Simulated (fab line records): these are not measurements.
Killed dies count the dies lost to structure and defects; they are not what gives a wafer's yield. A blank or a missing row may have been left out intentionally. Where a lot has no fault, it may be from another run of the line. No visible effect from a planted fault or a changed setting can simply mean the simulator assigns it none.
A struck lot beside a sound one    flow gf180mcu    36 out of 602 route steps
Sound: wafers L865.2, L865.5, L865.6. Struck: wafer L857.5; the same lot's L857.3 was not struck, so it is left out; see the end for the cause.
Per side, at each step with rows, come the tool, then ch with its chambers, and then its first start. Under that, the readings that differ: sound wafers    struck wafers    difference of the means    sigmas: that difference in standard deviations of wafers without a fault.
alike: readings with means less than 2 such deviations apart, plus words and numbers identical on both sides. not compared: withheld readings, readings lacking a value on some wafer, bounds such as >300 that could conceal the same value, and numbers that have no deviation in the record and whose values overlap.
A row with sigmas, a row that says differs or no value, or rows on one side alone: a step with any of these is where the two part. When numbers do not overlap yet have no deviation, they are printed without sigmas and do not part them. Lack of a reading on every wafer of one side parts them only where that side has two or more wafers.

first, 2 steps without rows for these wafers: GF_M2_PEB_12 (peb time 90 s); GF_M2_DEVELOP_13 (develop time 60 s).
GF_M2_CD_MEAS_14: target cd 280 nm.
  sound on cdSem-01, day 24 10:20; struck on cdSem-01, day 21 10:19
  alike: cdNm
GF_M2_OVL_MEAS_15:
  sound on overlay-01, day 24 10:26; struck on overlay-02, day 21 10:24
  alike: M2_OVL
then, 5 steps without rows for these wafers: GF_M2_METAL_ETCH_16 (etches the open film in Cl2/BCl3, stops on SiO2, target depth 750.8 nm, time 125.1 s); GF_M2_STRIP_17 (strips in O2/N2); GF_M2_STRIP_18 (strips in post etch residue remover, time 1200 s); GF_M2_CLEAN_19 (cleans in DIW); GF_V2_CVD_00 (deposits SiO2, target thk 600 nm, time 100 s).
GF_V2_THK_MEAS_01:
  sound on filmMetro-04, day 24 11:14; struck on filmMetro-04, day 21 11:39
  alike: V2_CVD_00_THK
GF_V2_CVD_02: deposits SiO2 from TEOS, target thk 850 nm, time 94.851 s.
  sound on pecvd-02 ch 1,2, day 24 11:17; struck on pecvd-03 ch 0, day 21 11:41
  alike: heaterPowerW
  not compared: sinceWetCleanH
GF_V2_THK_MEAS_03:
  sound on filmMetro-01, day 24 11:22; struck on filmMetro-01, day 21 11:47
  alike: V2_CVD_02_THK
GF_V2_CMP_04: polishes SiO2.
  sound on cmp-01 ch 0,1,3, day 24 11:31; struck on cmp-01 ch 3, day 21 11:55
reading                             sound              struck  difference  sigmas
timeToEndpointS (s)                 82 78 80           115     +35         +6
model.SiO2_of_V2_CVD_02.thkNm (nm)  633.4 632.7 633.7  571.5   -61.8       
  alike: motorCurrentA
GF_V2_BOW_MEAS_05:
  sound on filmMetro-04, day 24 11:45; struck on filmMetro-04, day 21 12:10
  alike: V2_BOW
then, 8 steps without rows for these wafers: GF_V2_DEHYDRATE_06 (time 60 s); GF_V2_HMDS_07 (prime time 60 s); GF_V2_COAT_08; GF_V2_COAT_09 (resist thk 1000 nm); GF_V2_SOFTBAKE_10 (time 60 s); GF_V2_EXPOSE_11 (exposes mask Via2, target cd 260 nm); GF_V2_PEB_12 (peb time 90 s); GF_V2_DEVELOP_13 (develop time 60 s).
GF_V2_CD_MEAS_14: target cd 260 nm.
  sound on cdSem-02, day 25 09:05; struck on cdSem-01, day 22 11:43
  alike: cdNm
GF_V2_OVL_MEAS_15:
  sound on overlay-02, day 25 09:11; struck on overlay-02, day 22 11:49
  alike: V2_OVL
then, 1 step without rows for these wafers: GF_V2_ETCH_16 (etches BARC in N2/H2).
GF_V2_ETCH_17: etches SiO2 in C4F8/O2/Ar, stops on TiN, target depth 630 nm.
  sound: rieDiel-01 ch 0,3; struck: rieDiel-02 ch 3
reading                       sound              struck  difference  sigmas
oesProductAu (a.u.)           0.858 0.854 0.859  0.804   -0.053      -12
model.V2.featureDepthNm (nm)  633.4 632.7 633.7  571.5   -61.8       
model.etch.depthNm (nm)       633.4 632.7 633.7  571.5   -61.8       
then, 3 steps without rows for these wafers: GF_V2_STRIP_18 (strips in O2/N2); GF_V2_STRIP_19 (strips in post etch residue remover, time 1200 s); GF_V2_CLEAN_20 (cleans in DIW).
GF_V2_SPUTTER_21: material Ti, target thk 15 nm, time 80.02 s.
  sound on pvdSputter-02, day 25 09:55; struck on pvdSputter-02, day 22 12:29
  alike: throttleValvePct
GF_V2_SPUTTER_22: material TiN, target thk 10 nm, time 40 s.
  sound on pvdSputter-02, day 25 09:58; struck on pvdSputter-02, day 22 12:33
  alike: throttleValvePct
GF_V2_CVD_23: deposits W, target thk 350 nm, time 104.94 s.
  sound on cvdW-01 ch 0,1, day 25 10:01; struck on cvdW-02 ch 0, day 22 12:38
  alike: heaterPowerW
  not compared: sinceWetCleanH
GF_V2_RS_MEAS_24: a four-point-probe measurement.
  sound on filmMetro-01, day 25 10:08; struck on filmMetro-04, day 22 12:44
reading           sound              struck  difference  sigmas
V2_W_RS (ohm/sq)  0.334 0.336 0.338  0.326   -0.010      -3
GF_V2_THK_MEAS_25: measures by xrf.
  sound on filmMetro-01, day 25 10:15; struck on filmMetro-04, day 22 12:50
  alike: V2_W_THK
GF_V2_CMP_26: polishes, stops on SiO2, t overpolish 15 s, target thk 0 nm.
  sound on cmp-02 ch 0,1,3, day 25 10:24; struck on cmp-01 ch 1, day 22 12:57
reading                             sound              struck  difference  sigmas
model.SiO2_of_V2_CVD_02.thkNm (nm)  629.6 628.9 629.9  567.8   -61.7       
  alike: motorCurrentA
GF_M3_SPUTTER_00: material Ti, target thk 37.5 nm, time 150 s.
  sound on pvdSputter-03, day 25 10:36; struck on pvdSputter-04, day 22 13:15
  alike: throttleValvePct

== WHERE THEY PART ==
Earliest at GF_V2_CMP_04; latest, in this record, at GF_V2_RS_MEAS_24. Later steps at which nothing parts them and some readings are alike: GF_V2_THK_MEAS_25, GF_V2_CMP_26, GF_M3_SPUTTER_00.

WHY: what had been put in by the simulator
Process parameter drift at GF_V2_CMP_04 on cmp-01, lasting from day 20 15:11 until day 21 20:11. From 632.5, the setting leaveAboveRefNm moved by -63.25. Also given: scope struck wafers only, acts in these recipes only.
